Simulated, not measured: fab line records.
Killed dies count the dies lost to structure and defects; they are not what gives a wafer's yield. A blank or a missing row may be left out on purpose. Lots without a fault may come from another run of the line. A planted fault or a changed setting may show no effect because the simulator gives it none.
Commonality check across tools ; flow gf180mcu ; 42 wafers sampled across 14 lots

WHAT PROMPTED THE OPENING
GF_VT_IMPLANT_RS_MEAS_48, reading LVPWELL_RS: flagged on 2 of 14 lots. No-fault wafers: 1197 ohm/sq, standard deviation 3.6.
Rule: a lot gets a flag if all its wafers with a number sit over 4 standard deviations from that mean, or if no wafer of it has a number. The other lots count as sound.

lot;measured;on;LVPWELL_RS (ohm/sq), wafer by wafer;flag
L397;day 8 08:17;film-metro-01;1191 1187 1189;
L399;day 8 20:46;film-metro-02;1201 1196 1197;
L400;day 8 21:20;film-metro-02;1195 1193 1196;
L401;day 8 23:11;film-metro-03;1194 1189 1188;
L403;day 9 10:46;film-metro-01;1195 1193 1196;
L402;day 9 11:16;film-metro-01;1198 1198 1199;
L405;day 9 22:34;film-metro-01;1195 1193 1199;
L406;day 10 02:14;film-metro-02;1196 1196 1197;
L407;day 10 09:23;film-metro-02;1194 1195 1194;
L408;day 10 15:27;film-metro-02;1226 1227 1224;FLAGGED
L409;day 10 22:13;film-metro-01;1198 1201 1200;
L412;day 11 16:59;film-metro-02;1231 1230 1232;FLAGGED
L419;day 13 11:42;film-metro-02;1201 1198 1197;
L420;day 13 17:41;film-metro-01;1197 1194 1192;
The mean of the flagged lots' numbers is 1228 ohm/sq, +31 ohm/sq from the usual (+9 standard deviations).

WHICH TOOL EACH LOT WENT THROUGH
Before the reading, the record contains 2 process steps out of a 602-step route. Read each cell as the tool, then ch plus the chambers that the sampled wafers visited, then the start.
lot;flag;GF_STI_CMP_25;GF_LVPWELL_IMPLANT_08
L397;;cmp-01 ch 1,3, day 2 17:11;implanter-02 ch 0, day 4 13:53
L399;;cmp-01 ch 1,3, day 3 02:52;implanter-02 ch 0, day 4 23:44
L400;;cmp-01 ch 0,2,3, day 3 03:10;implanter-04 ch 0, day 5 00:17
L401;;cmp-01 ch 1,3, day 3 03:28;implanter-02 ch 0, day 5 01:17
L403;;cmp-01 ch 1,2,3, day 3 13:52;implanter-03 ch 0, day 5 13:29
L402;;cmp-02 ch 0,1,3, day 3 13:55;implanter-02 ch 0, day 5 13:34
L405;;cmp-02 ch 0,1, day 3 23:58;implanter-02 ch 0, day 5 22:26
L406;;cmp-01 ch 1,2, day 4 05:08;implanter-02 ch 0, day 6 01:38
L407;;cmp-02 ch 0,2,3, day 4 10:00;implanter-04 ch 0, day 6 07:17
L408;FLAGGED;cmp-02 ch 0,3, day 4 14:00;implanter-02 ch 0, day 6 12:46
L409;;cmp-02 ch 0,1,2, day 4 20:53;implanter-04 ch 0, day 6 17:59
L412;FLAGGED;cmp-02 ch 2,3, day 5 08:44;implanter-02 ch 0, day 7 08:44
L419;;cmp-01 ch 1,2, day 6 20:26;implanter-04 ch 0, day 8 21:36
L420;;cmp-02 ch 0,3, day 7 01:39;implanter-03 ch 0, day 9 02:54
What the steps here do:
- GF_STI_CMP_25: polishes, stops on Si3N4, t overpolish 33 s, target thk 524.6 nm.
- GF_LVPWELL_IMPLANT_08
- GF_VT_IMPLANT_RS_MEAS_48: measures by four-point-probe.

FLAGGED AGAINST TOTAL, ONE TOOL AT A TIME (gauges that did the reading follow at the end)
step;tool;lots run;flagged;share of the flagged lots;sound lots run after its first flagged lot
GF_STI_CMP_25;cmp-01;7;0;none;-
GF_STI_CMP_25;cmp-02;7;2;all;2 (L409,L420)
GF_LVPWELL_IMPLANT_08;implanter-02;8;2;all;0
GF_LVPWELL_IMPLANT_08;implanter-03;2;0;none;-
GF_LVPWELL_IMPLANT_08;implanter-04;4;0;none;-
GF_VT_IMPLANT_RS_MEAS_48;film-metro-01;6;0;none;-
GF_VT_IMPLANT_RS_MEAS_48;film-metro-02;7;2;all;1 (L419)
GF_VT_IMPLANT_RS_MEAS_48;film-metro-03;1;0;none;-

WHAT THE TABLE PERMITS
All flagged lots were run by 3 table rows, namely cmp-02 at GF_STI_CMP_25, implanter-02 at GF_LVPWELL_IMPLANT_08, film-metro-02 at GF_VT_IMPLANT_RS_MEAS_48.
- cmp-02 at GF_STI_CMP_25 ran 7 lots, 2 of them flagged. Lots that were sound ran on it after the first flagged one (L409, L420); a persistent fault on the entire tool would not allow that.
- implanter-02 at GF_LVPWELL_IMPLANT_08 ran 8 lots, 2 of them flagged. A fault beginning between L406 (day 6 01:38), its last sound lot, and L408 (day 6 12:46), its first flagged one, fits the data.
- film-metro-02 at GF_VT_IMPLANT_RS_MEAS_48 ran 7 lots, 2 of them flagged. Lots that were sound ran on it after the first flagged one (L419); a persistent fault on the entire tool would not allow that.
What remains is a single tool, implanter-02 at GF_LVPWELL_IMPLANT_08.

WHAT HAD BEEN PUT IN BY THE SIMULATOR
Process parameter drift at GF_LVPWELL_IMPLANT_08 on implanter-02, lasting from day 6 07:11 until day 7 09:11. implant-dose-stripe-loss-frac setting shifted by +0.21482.
Shown lots that were struck: L408, L412. The same result came from the rule above.
